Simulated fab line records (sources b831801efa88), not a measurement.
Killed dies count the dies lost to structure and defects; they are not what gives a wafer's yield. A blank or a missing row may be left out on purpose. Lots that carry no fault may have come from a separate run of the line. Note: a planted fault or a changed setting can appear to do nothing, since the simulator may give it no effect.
fab line records	flow sky130
[record] lots = 6	wafers = 18	lastDay = 50
route steps=708 shown RES_XHIGH@339 SD_N@342 SD_P@359 PAD_OPEN@708
lots that met no fault: from a run of the same line without faults
startH: start of the lot's first displayed wafer, in hours after the record's first day	waitH: hours since the lot's step before	" the same as in the row above	L1.1+2: a single row standing in for several wafers	- no value, or no start was given	* or withheld: withheld	< > ~ a bound
route shown NAME@n: NAME is a module with steps in the file, n the number in the route of the first one	usual: mean/standard deviation taken from wafers without a fault	same: alike in all rows	chamber/n: place in a boat	sites: readings site by site	_std_site: standard deviation of those values	_edge_site: the outer-site mean with the inner-site mean subtracted	radiusMm: how far each site lies from the wafer's centre	mask NAME#n: copy n	behind: the most recent tool/chamber to have shaped the wafer	hold: the reason the lot was held/the length of the hold in hours/how it ended	device: the transistor (n, p or np) that didn't switch	end of line: at the end of the route, the tests of the same wafers	where a step has no rows: the recipe by itself	killed: the dies lost at the first sort to structure and to defects; this is not the yield of the wafer	map: a wafer's dies, marking killed ones x, the rest . and places with no die _
set.NAME: the setting that was run; set.NAME@STEP: the one run at that earlier step	model.NAME: the simulator's own value behind a step, which no gauge read
lots seen at some steps along the route; tables by step, rows by wafer
services: when a tool's chamber went out of use (startH, in hours from the record's first day, below 0 if earlier), for how many hours, and the reason
[[steps]]
[step SKY_RES_XHIGH_IMPLANT_07]
[recipe] species = BF2	energyKev = 20	doseCm2 = 3.6e+14	tiltDeg = 0
[step SKY_RES_XHIGH_STRIP_08]
[recipe] chemistry = O2/N2	powerW = 1400	pressureMtorr = 1500	platenTempC = withheld	o2FlowSccm = 3000	n2FlowSccm = 300	overashFraction = 0.5
[usual] drypumpMotorCurrentA = 6.0/0.36	oesProductAu = 0.711/0.0042	stripTimeToEndpointS = 14.26/0.041
lot.wafer	tool	chamber	startH	waitH	drypumpMotorCurrentA	oesProductAu	rfHoursCounterH	stripTimeToEndpointS
L842.1	plasmaAsher-02	0	628.39	0.1	5.6	0.704	38	14.32
L842.3	"	1	"	"	5.6	0.715	-	14.32
L842.6	"	1	"	"	5.6	0.711	-	14.33
L847.1	plasmaAsher-03	1	670.10	0.1	6.6	0.708	24	14.23
L847.2	"	0	"	"	5.8	0.707	24	14.23
L847.3	"	0	"	"	5.7	0.707	-	14.23
L851.2	plasmaAsher-03	1	706.20	0.1	6.6	0.713	27	14.20
L851.3	"	0	"	"	5.8	0.714	-	14.22
L851.4	"	1	"	"	6.7	0.711	-	14.23
L860.2	plasmaAsher-02	0	783.10	0.1	5.6	0.707	53	14.23
L860.3	"	0	"	"	5.6	0.708	-	14.20
L860.4	"	1	"	"	5.7	0.709	-	14.21
L861.3	plasmaAsher-04	0	784.54	0.1	6.3	0.706	-	14.31
L861.5	"	1	"	"	6.3	0.714	-	14.21
L861.6	"	0	"	"	6.2	0.709	-	14.33
L862.2	plasmaAsher-04	0	790.60	0.1	6.2	0.710	5	14.27
L862.3	"	1	"	"	6.3	0.706	-	14.28
L862.5	"	1	"	"	6.3	0.711	-	14.22
[step SKY_RES_XHIGH_TW_MEAS_09]
[usual] RES_XHIGH_TW = 1637/31
lot.wafer	tool	chamber	startH	waitH	RES_XHIGH_TW
L842.1	filmMetro-03	-	628.49	0.1	1605
L842.3	"	-	"	"	1609
L842.6	"	-	"	"	1602
L847.1	filmMetro-03	-	670.20	0.1	1586
L847.2	"	-	"	"	1596
L847.3	"	-	"	"	1593
L851.2	filmMetro-03	-	706.31	0.1	1615
L851.3	"	-	"	"	1603
L851.4	"	-	"	"	1615
L860.2	filmMetro-03	-	783.21	0.1	1611
L860.3	"	-	"	"	1614
L860.4	"	-	"	"	1615
L861.3	filmMetro-03	-	784.62	0.1	1618
L861.5	"	-	"	"	1615
L861.6	"	-	"	"	1620
L862.2	filmMetro-04	-	790.71	0.1	1659
L862.3	"	-	"	"	1671
L862.5	"	-	"	"	1679
[step SKY_SD_N_DEHYDRATE_00]
[recipe] tempC = 200	timeS = 60
[step SKY_SD_N_HMDS_01]
[recipe] primeTimeS = 60	primeTempC = 120
[step SKY_SD_N_COAT_02]
[recipe] resist = NOVOLAK	spinRpm = 3000	resistThkNm = 1124
[step SKY_SD_N_SOFTBAKE_03]
[recipe] tempC = 90	timeS = 60	resist = NOVOLAK
[step SKY_SD_N_EXPOSE_04]
[recipe] maskId = NSDM	na = 0.6	sourceShape = conventional	sigmaOuter = 0.6	polarization = unpolarized	targetCdNm = 380	doseMj = 141
[step SKY_SD_N_PEB_05]
[recipe] tempC = withheld	timeS = *	resist = NOVOLAK
[step SKY_SD_N_DEVELOP_06]
[recipe] resist = NOVOLAK	developer = TMAH	developTimeS = 60	devTempC = 23
[step SKY_SD_N_CD_MEAS_07]
[recipe] targetCdNm = 380
[usual] cdNm = 380.1/2
lot.wafer	tool	chamber	startH	waitH	cdNm
L842.1	cdSem-02	-	657.54	0.1	380.3
L842.3	"	-	"	"	382.0
L842.6	"	-	"	"	384.4
L847.1	cdSem-02	-	698.54	0.1	378.3
L847.2	"	-	"	"	377.7
L847.3	"	-	"	"	376.5
L851.2	cdSem-02	-	733.51	0.1	382.1
L851.3	"	-	"	"	380.4
L851.4	"	-	"	"	381.9
L860.2	cdSem-02	-	809.41	0.1	381.6
L860.3	"	-	"	"	383.4
L860.4	"	-	"	"	381.5
L861.3	cdSem-02	-	811.18	0.1	383.4
L861.5	"	-	"	"	383.2
L861.6	"	-	"	"	383.6
L862.2	cdSem-01	-	816.92	0.1	381.0
L862.3	"	-	"	"	380.8
L862.5	"	-	"	"	379.7
[step SKY_SD_N_OVL_MEAS_08]
[usual] SD_N_OVL = -0.1/1.3
lot.wafer	tool	chamber	startH	waitH	SD_N_OVL[nm]
L842.1	overlay-01	-	657.66	0.1	0.7
L842.3	"	-	"	"	1.2
L842.6	"	-	"	"	1.5
L847.1	overlay-02	-	698.66	0.1	-0.2
L847.2	"	-	"	"	0.4
L847.3	"	-	"	"	-0.4
L851.2	overlay-01	-	733.61	0.1	-0.9
L851.3	"	-	"	"	-0.1
L851.4	"	-	"	"	0.9
L860.2	overlay-01	-	809.51	0.1	0.6
L860.3	"	-	"	"	1.4
L860.4	"	-	"	"	-0.9
L861.3	overlay-02	-	811.27	0.1	-0.7
L861.5	"	-	"	"	-0.8
L861.6	"	-	"	"	-0.2
L862.2	overlay-02	-	817.03	0.1	-1.0
L862.3	"	-	"	"	0.9
L862.5	"	-	"	"	-0.6
[step SKY_SD_N_IMPLANT_09]
[recipe] species = As	energyKev = 50	doseCm2 = 4e+15	tiltDeg = 0
[usual] beamEnergyKeV = 50.001/0.018
[same] implantIonAmu = 75
lot.wafer	tool	chamber	startH	waitH	beamEnergyKeV	model.implant.rpNm	model.implant.drpNm
L842.1	implanter-02	0	657.69	0.0	50.016	31.53	14.11
L842.3	"	0	"	"	50.023	31.53	14.11
L842.6	"	0	"	"	49.996	31.53	14.11
L847.1	implanter-04	0	698.69	0.0	61.380	38.72	16.49
L847.2	"	0	"	"	61.368	38.72	16.49
L847.3	"	0	"	"	61.377	38.72	16.49
L851.2	implanter-04	0	733.67	0.0	61.367	36.78	16.49
L851.3	"	0	"	"	61.347	36.78	16.49
L851.4	"	0	"	"	61.368	36.78	16.49
L860.2	implanter-03	0	809.57	0.0	50.029	32.74	14.11
L860.3	"	0	"	"	50.031	32.74	14.11
L860.4	"	0	"	"	50.017	32.74	14.11
L861.3	implanter-04	0	811.34	0.1	50.006	31.92	14.11
L861.5	"	0	"	"	50.003	31.92	14.11
L861.6	"	0	"	"	50.009	31.92	14.11
L862.2	implanter-04	0	817.08	0.0	50.024	32.26	14.11
L862.3	"	0	"	"	50.020	32.26	14.11
L862.5	"	0	"	"	49.987	32.26	14.11
[step SKY_SD_N_IMPLANT_10]
[recipe] species = P	energyKev = 20	doseCm2 = 1e+14	tiltDeg = 0
[step SKY_SD_N_STRIP_11]
[recipe] chemistry = O2/N2	powerW = 1400	pressureMtorr = 1500	platenTempC = withheld	o2FlowSccm = 3000	n2FlowSccm = 300	overashFraction = 0.5
[usual] drypumpMotorCurrentA = 5.7/0.46	oesProductAu = 0.526/0.0042	stripTimeToEndpointS = 22.36/0.037
lot.wafer	tool	chamber	startH	waitH	drypumpMotorCurrentA	oesProductAu	rfHoursCounterH	stripTimeToEndpointS
L842.1	plasmaAsher-01	1	657.99	0.1	5.4	0.529	89	22.43
L842.3	"	0	"	"	5.3	0.527	-	22.41
L842.6	"	1	"	"	5.4	0.524	-	22.36
L847.1	plasmaAsher-01	0	698.99	0.1	5.3	0.511	94	24.10
L847.2	"	1	"	"	5.4	0.498	94	24.12
L847.3	"	1	"	"	5.4	0.499	-	24.09
L851.2	plasmaAsher-02	0	733.94	0.1	5.6	0.507	48	24.08
L851.3	"	0	"	"	5.6	0.501	-	24.12
L851.4	"	1	"	"	5.6	0.507	-	24.07
L860.2	plasmaAsher-03	1	809.84	0.1	6.7	0.532	37	22.42
L860.3	"	1	"	"	6.7	0.527	-	22.34
L860.4	"	0	"	"	5.7	0.530	-	22.36
L861.3	plasmaAsher-03	0	811.63	0.1	5.7	0.526	-	22.38
L861.5	"	1	"	"	6.7	0.521	-	22.38
L861.6	"	0	"	"	5.7	0.528	-	22.39
L862.2	plasmaAsher-03	1	817.36	0.1	6.7	0.530	38	22.37
L862.3	"	0	"	"	5.7	0.526	-	22.38
L862.5	"	0	"	"	5.7	0.528	-	22.33
[step SKY_SD_N_TW_MEAS_12]
[usual] SD_N_TW = 3976/69
lot.wafer	tool	chamber	startH	waitH	SD_N_TW
L842.1	filmMetro-02	-	658.09	0.1	4012
L842.3	"	-	"	"	3994
L842.6	"	-	"	"	4013
L847.1	filmMetro-03	-	699.09	0.1	4143
L847.2	"	-	"	"	4149
L847.3	"	-	"	"	4144
L851.2	filmMetro-03	-	734.05	0.1	4088
L851.3	"	-	"	"	4098
L851.4	"	-	"	"	4084
L860.2	filmMetro-02	-	809.95	0.1	4026
L860.3	"	-	"	"	4046
L860.4	"	-	"	"	4010
L861.3	filmMetro-04	-	811.71	0.1	4081
L861.5	"	-	"	"	4066
L861.6	"	-	"	"	4058
L862.2	filmMetro-02	-	817.47	0.1	3990
L862.3	"	-	"	"	3982
L862.5	"	-	"	"	3990
[step SKY_SD_N_CLEAN_13]
[recipe] chemistry = SC1/SC2	mix = 1:4:20	tempC = 70	timeS = 150	dry = n2Spin
[step SKY_SD_N_RTA_14]
[recipe] tempC = 1075	timeS = 2	idleTempC = 650	rampUpCPerS = 150	rampDownCPerS = 90	ambient = N2
[usual] lampPowerPct = 15.74/0.053	wafer_temp_C_max = 1078.1/1.4
lot.wafer	tool	chamber	startH	waitH	lampPowerPct	wafer_temp_C_max
L842.1	rtpAnneal-02	0	658.20	0.0	15.71	1078.2
L842.3	"	0	"	"	15.68	1076.4
L842.6	"	0	"	"	15.79	1081.5
L847.1	rtpAnneal-02	0	699.20	0.0	15.70	1076.6
L847.2	"	0	"	"	15.74	1079.5
L847.3	"	0	"	"	15.75	1078.6
L851.2	rtpAnneal-01	0	734.16	0.0	15.73	1078.0
L851.3	"	0	"	"	15.82	1077.0
L851.4	"	0	"	"	15.71	1080.8
L860.2	rtpAnneal-02	0	810.06	0.0	15.76	1077.6
L860.3	"	0	"	"	15.73	1080.8
L860.4	"	0	"	"	15.82	1078.5
L861.3	rtpAnneal-01	0	811.82	0.0	15.75	1079.7
L861.5	"	0	"	"	15.72	1077.8
L861.6	"	0	"	"	15.81	1076.3
L862.2	rtpAnneal-02	0	817.58	0.0	15.74	1075.2
L862.3	"	0	"	"	15.75	1079.5
L862.5	"	0	"	"	15.88	1076.7
[step SKY_SD_N_RS_MEAS_16]
[recipe] thkMeasGauge = four-point-probe
[usual] SD_N_RS = 68.57/0.13
lot.wafer	tool	chamber	startH	waitH	SD_N_RS[ohm/sq]
L842.1	filmMetro-03	-	658.38	0.1	68.49
L842.3	"	-	"	"	68.44
L842.6	"	-	"	"	68.57
L847.1	filmMetro-04	-	699.38	0.1	61.37
L847.2	"	-	"	"	61.23
L847.3	"	-	"	"	61.26
L851.2	filmMetro-04	-	734.35	0.1	61.46
L851.3	"	-	"	"	61.29
L851.4	"	-	"	"	61.36
L860.2	filmMetro-03	-	810.25	0.1	68.84
L860.3	"	-	"	"	68.74
L860.4	"	-	"	"	68.78
L861.3	filmMetro-03	-	812.02	0.1	68.59
L861.5	"	-	"	"	68.65
L861.6	"	-	"	"	68.59
L862.2	filmMetro-03	-	817.76	0.1	68.72
L862.3	"	-	"	"	68.67
L862.5	"	-	"	"	68.70
[step SKY_SD_N_RS_MEAS_17]
[recipe] thkMeasGauge = four-point-probe
[usual] SD_P_RS = 147.2/0.39
lot.wafer	tool	chamber	startH	waitH	SD_P_RS[ohm/sq]
L842.1	filmMetro-03	-	658.50	0.1	147.3
L842.3	"	-	"	"	147.5
L842.6	"	-	"	"	146.8
L847.1	filmMetro-04	-	699.50	0.1	146.4
L847.2	"	-	"	"	146.1
L847.3	"	-	"	"	146.5
L851.2	filmMetro-04	-	734.47	0.1	147.6
L851.3	"	-	"	"	147.5
L851.4	"	-	"	"	147.5
L860.2	filmMetro-03	-	810.37	0.1	147.6
L860.3	"	-	"	"	147.2
L860.4	"	-	"	"	147.3
L861.3	filmMetro-03	-	812.14	0.1	147.3
L861.5	"	-	"	"	147.3
L861.6	"	-	"	"	147.5
L862.2	filmMetro-03	-	817.88	0.1	147.7
L862.3	"	-	"	"	147.7
L862.5	"	-	"	"	147.7
[step SKY_PAD_OPEN_PROBE_99]
[usual] killed_at_M0_to_M3 = 42/7	killed_at_M4_up = 3.2/1.6	killedAtContacts = 24/5.8	killedAtFrontEnd = 16/4.3	killedAtOther = 0.3/0.62	killedDies = 86/9.5	killedOpen = 46/6.4	killedShort = 39/6.3
[same] grossDies = 492	killedAtBackSide = 0
lot.wafer	tool	chamber	startH	waitH	killed_at_M0_to_M3	killed_at_M4_up	killedAtContacts	killedAtFrontEnd	killedAtOther	killedDies	killedOpen	killedShort	model.etest.resNdiff.lineOhmUm	model.etest.resNdiff.rsOhmSq	model.etest.resNdiffHv.rsOhmSq
L842.1	prober-01	-	1084.45	0.1	60	5	23	17	0	105	62	43	753.7	121.3	115.6
L842.3	prober-01	-	1084.55	0.2	44	3	25	11	0	83	46	36	758.2	121.8	115.2
L842.6	prober-01	-	1084.70	0.2	41	2	19	17	0	79	35	44	760.7	121.8	115.7
L847.1	prober-01	-	1114.38	0.1	56	2	30	14	0	102	53	48	674.9	106.8	102
L847.2	prober-01	-	1114.43	0.1	32	2	25	10	1	70	34	36	673.1	108.1	102.5
L847.3	prober-01	-	1114.48	0.2	44	4	19	22	0	89	48	40	682.9	107.6	103
L851.2	prober-02	-	1140.21	0.1	46	5	20	6	1	78	36	42	713	111.1	105.8
L851.3	prober-02	-	1140.26	0.2	39	2	13	20	1	75	37	38	710	111.5	105.3
L851.4	prober-02	-	1140.31	0.2	34	1	25	15	0	75	42	33	713.8	111.8	105.9
L860.2	prober-01	-	1187.22	0.1	41	2	21	12	0	76	49	27	756.8	118.2	112.4
L860.3	prober-01	-	1187.27	0.2	40	4	29	23	0	96	47	49	764.9	118.7	112.8
L860.4	prober-01	-	1187.32	0.2	43	4	31	17	2	97	47	50	756.3	118.5	113.8
L861.3	prober-02	-	1188.91	0.2	35	6	30	15	0	86	42	44	768.3	121	114.6
L861.5	prober-02	-	1189.01	0.2	42	3	24	23	0	92	46	46	784	120.8	114.6
L861.6	prober-02	-	1189.06	0.2	45	3	21	16	2	87	40	46	786.9	120.9	114.6
L862.2	prober-01	-	1194.02	0.1	33	1	31	18	0	83	47	36	756	121.2	113.1
L862.3	prober-01	-	1194.07	0.2	51	4	18	25	0	98	49	49	742.4	120	112.8
L862.5	prober-01	-	1194.17	0.2	46	2	31	19	0	98	50	48	766.7	120.3	114
// killed by level:class
L842.1 VIA1:geometricParticle:open=16 CONTACT:geometricParticle:open=13 VIA3:geometricParticle:open=9 METAL1:geometricParticle:short=7 VIA1:geometricParticle:short=7 VIA2:geometricParticle:open=7 FIELD_ISO:geometricParticle:open=4 LI_CONTACT:geometricParticle:open=4
L842.3 LI_CONTACT:geometricParticle:open=8 VIA2:geometricParticle:open=7 VIA3:geometricParticle:open=7 METAL1:geometricParticle:short=6 CONTACT:geometricParticle:open=6 VIA1:geometricParticle:open=6 FIELD_ISO:geometricParticle:open=4 LOCAL_INTERCONNECT:geometricParticle:short=4
L842.6 METAL1:geometricParticle:short=9 CONTACT:geometricParticle:open=7 VIA1:geometricParticle:short=7 FIELD_ISO:geometricParticle:short=6 LI_CONTACT:geometricParticle:open=6 VIA2:geometricParticle:open=6 POLY_GATE:geometricParticle:open=4 METAL2:geometricParticle:short=4
L847.1 CONTACT:geometricParticle:open=9 METAL2:geometricParticle:short=9 VIA1:geometricParticle:short=8 VIA1:geometricParticle:open=8 LI_CONTACT:geometricParticle:open=7 VIA2:geometricParticle:open=7 LI_CONTACT:geometricParticle:short=6 VIA2:geometricParticle:short=6
L847.2 CONTACT:geometricParticle:open=9 VIA1:geometricParticle:short=8 LI_CONTACT:geometricParticle:open=7 CONTACT:geometricParticle:short=5 METAL1:geometricParticle:short=5 VIA3:geometricParticle:open=4 VIA2:geometricParticle:open=4 FIELD_ISO:geometricParticle:short=3
L847.3 VIA1:geometricParticle:open=12 VIA2:geometricParticle:open=7 CONTACT:geometricParticle:short=6 CONTACT:geometricParticle:open=6 VIA3:geometricParticle:short=6 POLY_GATE:geometricParticle:open=5 VIA3:geometricParticle:open=5 POLY_GATE:geometricParticle:short=4
L851.2 METAL1:geometricParticle:short=11 LOCAL_INTERCONNECT:geometricParticle:short=7 VIA1:geometricParticle:open=7 VIA2:geometricParticle:open=6 METAL3:geometricParticle:short=5 CONTACT:geometricParticle:open=5 METAL2:geometricParticle:short=5 METAL2:geometricParticle:open=4
L851.3 METAL1:geometricParticle:short=8 VIA1:geometricParticle:short=8 FIELD_ISO:geometricParticle:open=7 VIA1:geometricParticle:open=6 VIA2:geometricParticle:open=6 POLY_GATE:geometricParticle:short=4 POLY_GATE:geometricParticle:open=4 LOCAL_INTERCONNECT:geometricParticle:short=4
L851.4 CONTACT:geometricParticle:open=8 VIA1:geometricParticle:open=7 METAL2:geometricParticle:short=6 POLY_GATE:geometricParticle:open=5 LI_CONTACT:geometricParticle:open=5 LOCAL_INTERCONNECT:geometricParticle:short=5 POLY_GATE:geometricParticle:short=4 VIA2:geometricParticle:open=4
L860.2 VIA1:geometricParticle:open=12 CONTACT:geometricParticle:open=10 VIA3:geometricParticle:open=6 LI_CONTACT:geometricParticle:open=5 VIA2:geometricParticle:open=5 FIELD_ISO:geometricParticle:short=4 METAL1:geometricParticle:short=4 METAL2:geometricParticle:short=4
L860.3 VIA1:geometricParticle:open=12 CONTACT:geometricParticle:open=9 FIELD_ISO:geometricParticle:open=7 CONTACT:geometricParticle:short=7 POLY_GATE:geometricParticle:short=6 LI_CONTACT:geometricParticle:short=6 VIA1:geometricParticle:short=6 VIA3:geometricParticle:open=5
L860.4 CONTACT:geometricParticle:open=9 VIA1:geometricParticle:open=9 CONTACT:geometricParticle:short=8 VIA3:geometricParticle:open=7 LI_CONTACT:geometricParticle:open=5 FIELD_ISO:geometricParticle:short=5 LI_CONTACT:geometricParticle:short=5 METAL1:geometricParticle:short=5
L861.3 VIA1:geometricParticle:open=9 CONTACT:geometricParticle:open=8 LI_CONTACT:geometricParticle:open=8 CONTACT:geometricParticle:short=7 VIA3:geometricParticle:short=7 VIA1:geometricParticle:short=5 VIA3:geometricParticle:open=4 FIELD_ISO:geometricParticle:open=3
L861.5 CONTACT:geometricParticle:open=10 VIA1:geometricParticle:short=10 FIELD_ISO:geometricParticle:short=8 VIA3:geometricParticle:open=7 LI_CONTACT:geometricParticle:open=6 VIA1:geometricParticle:open=6 VIA2:geometricParticle:open=6 FIELD_ISO:geometricParticle:open=5
L861.6 CONTACT:geometricParticle:open=10 METAL1:geometricParticle:short=8 VIA1:geometricParticle:open=7 VIA2:geometricParticle:open=7 VIA3:geometricParticle:short=6 METAL2:geometricParticle:short=5 FIELD_ISO:geometricParticle:short=4 VIA2:geometricParticle:short=4
L862.2 CONTACT:geometricParticle:open=13 LI_CONTACT:geometricParticle:open=7 VIA1:geometricParticle:open=6 VIA2:geometricParticle:open=6 FIELD_ISO:geometricParticle:short=5 POLY_GATE:geometricParticle:short=5 LOCAL_INTERCONNECT:geometricParticle:short=5 CONTACT:geometricParticle:short=5
L862.3 POLY_GATE:geometricParticle:short=10 VIA2:geometricParticle:open=10 VIA3:geometricParticle:open=9 CONTACT:geometricParticle:open=9 METAL1:geometricParticle:short=8 VIA1:geometricParticle:open=7 FIELD_ISO:geometricParticle:open=5 METAL2:geometricParticle:short=5
L862.5 VIA2:geometricParticle:open=10 LOCAL_INTERCONNECT:geometricParticle:short=8 CONTACT:geometricParticle:open=8 LI_CONTACT:geometricParticle:open=7 VIA3:geometricParticle:open=7 CONTACT:geometricParticle:short=6 METAL1:geometricParticle:short=6 METAL2:geometricParticle:short=6
[[services]]
tool	chamber	startH	hours	kind
implanter-03	-	626.22	2.6	repair
implanter-03	-	626.40	1.2	repair
implanter-04	-	643.34	4.2	repair
plasmaAsher-03	-	664.79	3.2	repair
rtpAnneal-01	-	676.81	0.7	repair
implanter-03	-	730.01	3.1	repair
plasmaAsher-04	-	733.75	9.0	pm
plasmaAsher-04	0	733.75	9.0	ventCycle
plasmaAsher-04	1	733.75	9.0	ventCycle
plasmaAsher-04	0	742.75	-	clean
plasmaAsher-04	1	742.75	-	clean
implanter-02	-	751.72	3.5	repair
plasmaAsher-01	-	756.34	2.1	repair
implanter-02	-	770.79	2.7	repair
implanter-02	-	774.19	4.1	repair
implanter-02	-	778.30	4.0	pm
implanter-03	-	784.67	1.8	repair
implanter-03	-	785.43	14.4	repair
rtpAnneal-02	-	794.87	1.0	pm
plasmaAsher-02	-	817.16	4.3	pm
[[key]]
[firstSign] step = SKY_SD_N_IMPLANT_09	reading = beamEnergyKeV	direction = up	sigmas = 99+	usual = *	struck = *
[effect] step = SKY_SD_N_STRIP_11	reading = stripTimeToEndpointS	direction = up	sigmas = 47	usual = *	struck = *
[effect] step = SKY_SD_N_TW_MEAS_12	reading = SD_N_TW	direction = up	sigmas = 2	usual = 3976	struck = 4118
[effect] step = SKY_SD_N_RS_MEAS_16	reading = SD_N_RS	direction = down	sigmas = 56	usual = 68.57	struck = 61.33
[modelEffect] step = SKY_SD_N_IMPLANT_09	value = implant.rpNm	without = 31.89	struck = 37.75
[modelEffect] step = SKY_PAD_OPEN_PROBE_99	value = etest.resNdiff.lineOhmUm	without = 763.9	struck = 694.6
metAt SKY_SD_N_IMPLANT_09
struckWafers L847.1,L847.2,L847.3,L851.2,L851.3,L851.4
testerLeftOut L847,L851
[fault] kind = processParameterDrift	tool = implanter-04	chamber = -	onsetH = 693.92	steps = SKY_SD_N_IMPLANT_09	channel = energyKev	offset = *	shape = step	endH = 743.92	actsIn = *	stated = *
// testerLeftOut: of these lots the tester's yield and bins aren't shown, on N5 and GAA mostly nor the transistor test; their killed dies are dies lost to structure and defects alone, not to doping, threshold or leakage, so they don't give the yield
